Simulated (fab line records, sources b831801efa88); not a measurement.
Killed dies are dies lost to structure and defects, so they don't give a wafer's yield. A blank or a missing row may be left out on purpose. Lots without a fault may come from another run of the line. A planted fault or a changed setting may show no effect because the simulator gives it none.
A struck lot beside a sound one | flow sky130 | 15 steps out of a route of 708
Sound: wafers L238.1, L238.2, L238.4. Struck: wafers L232.1, L232.3, L232.6. The cause comes at the end.
At each step with rows: each side's tool, then ch and its chambers, then its first start. Under that, the readings that differ: sound wafers | struck wafers | difference of the means | sigmas: that difference in standard deviations of wafers without a fault.
alike: readings whose means differ by less than 2 such deviations, and words and numbers that are the same on both sides. not compared: withheld readings, readings that some wafer has no value for, bounds like >300 that may hide the same value, and numbers for which the record gives no deviation and whose values overlap.
The two part at a step that has a row with sigmas, a row that says differs or no value, or rows on one side only. Numbers that don't overlap but have no deviation are shown without sigmas and don't part them. A reading that every wafer of one side lacks parts them only if that side has two wafers or more.

first, 1 step without rows for these wafers: SKY_VIA4_DEVELOP_10 (develop time 60 s).
SKY_VIA4_OVL_MEAS_11:
  sound on overlay-02, day 48 02:37; struck on overlay-02, day 47 02:31
  alike: VIA4_OVL
SKY_VIA4_ETCH_12: etches SiO2 in C4F8/O2/Ar, stops on TiN, target depth 580 nm.
  sound on rie_diel-04 ch 0,1,2, day 48 02:40; struck on rie_diel-01 ch 1,3, day 47 02:32
  alike: chamber_pressure_mTorr, oes_product_au
SKY_VIA4_STRIP_13: strips in O2/N2.
  sound on plasma_asher-03 ch 0,1, day 48 02:44; struck on plasma_asher-04 ch 0,1, day 47 02:37
  alike: chamber_pressure_mTorr, drypump_motor_current_A, oes_product_au, strip_time_to_endpoint_s
  not compared: rf_hours_counter_h
then, 4 steps without rows for these wafers: SKY_VIA4_STRIP_14 (strips in post etch residue remover, time 1200 s); SKY_VIA4_CLEAN_15 (cleans in IPA, time 180 s); SKY_VIA4_CLEAN_16 (cleans in O3/DIW); SKY_VIA4_SPUTTER_17 (material TiN, target thk 20 nm, time 80 s).
SKY_VIA4_CVD_18: deposits W, target thk 505 nm, time 152.14 s.
  sound on cvd_w-01 ch 0,1, day 48 03:29; struck on cvd_w-01 ch 0,1, day 47 03:51
  alike: heater_power_w
SKY_VIA4_RS_MEAS_19: measures by four-point-probe.
  sound on film_metro-03, day 48 03:38; struck on film_metro-03, day 47 04:00
  alike: VIA4_W_RS
SKY_VIA4_THK_MEAS_20: measures by xrf.
  sound on film_metro-03, day 48 03:45; struck on film_metro-03, day 47 04:07
  alike: VIA4_W_THK
SKY_VIA4_CMP_21: polishes, stops on SiO2, t overpolish 25 s, target thk 0 nm.
  sound on cmp-02 ch 0,1,2, day 48 04:04; struck on cmp-02 ch 1,2,3, day 47 04:17
  alike: motor_current_A, overpolish_run_s, time_to_endpoint_s
SKY_METAL5_SPUTTER_00: material Ti, target thk 15 nm, time 10 s.
  sound on pvd_sputter-02, day 48 04:22; struck on pvd_sputter-02, day 47 04:29
  no value came back on the struck wafers for cathode_dc_power_W (W), chamber_pressure_pa (Pa), throttle_valve_pct (%); on the sound wafers cathode_dc_power_W (W) reads 3000.3 2999.7 3000.2
SKY_METAL5_SPUTTER_01: material TiN, target thk 20 nm, time 16.7 s.
  sound on pvd_sputter-02, day 48 04:23; struck on pvd_sputter-02, day 47 04:30
  reading                | sound                | struck               | difference | sigmas
  cathode_dc_power_W (W) | 6501.3 6501.1 6500.7 | 6497.0 6500.6 6497.6 | -2.6       | -2
  alike: chamber_pressure_pa, throttle_valve_pct
-- the record jumps here: 2 days lie between the struck wafers' starts before and after (it left off in module METAL5 and takes up again in module PAD_OPEN, whose first step shown is number 708 of the route) --
SKY_PAD_OPEN_PROBE_99:
  sound on prober-02, day 50 12:25; struck on prober-02, day 49 15:13
  reading                       | sound              | struck              | difference | sigmas
  killed_at_other               | 0 0 0              | 2 0 2               | +1         | +2
  model.etest.via4_chain.rc_ohm | 0.784 0.794 0.7753 | 0.862 0.8555 0.8508 | +0.072     |
  alike: defect_limited_yield, killed_at_M0_to_M3, killed_at_M4_up, killed_at_contacts, killed_at_front_end, killed_dies, killed_open, killed_short, sort_bin_3_pad_short, sort_bin_5_function, sort_bin_6_memory, sort_n_pass, sort_yield_pct

WHERE THEY PART
First at SKY_METAL5_SPUTTER_00; last, within this record, at SKY_PAD_OPEN_PROBE_99.

WHY: what the simulator had put in
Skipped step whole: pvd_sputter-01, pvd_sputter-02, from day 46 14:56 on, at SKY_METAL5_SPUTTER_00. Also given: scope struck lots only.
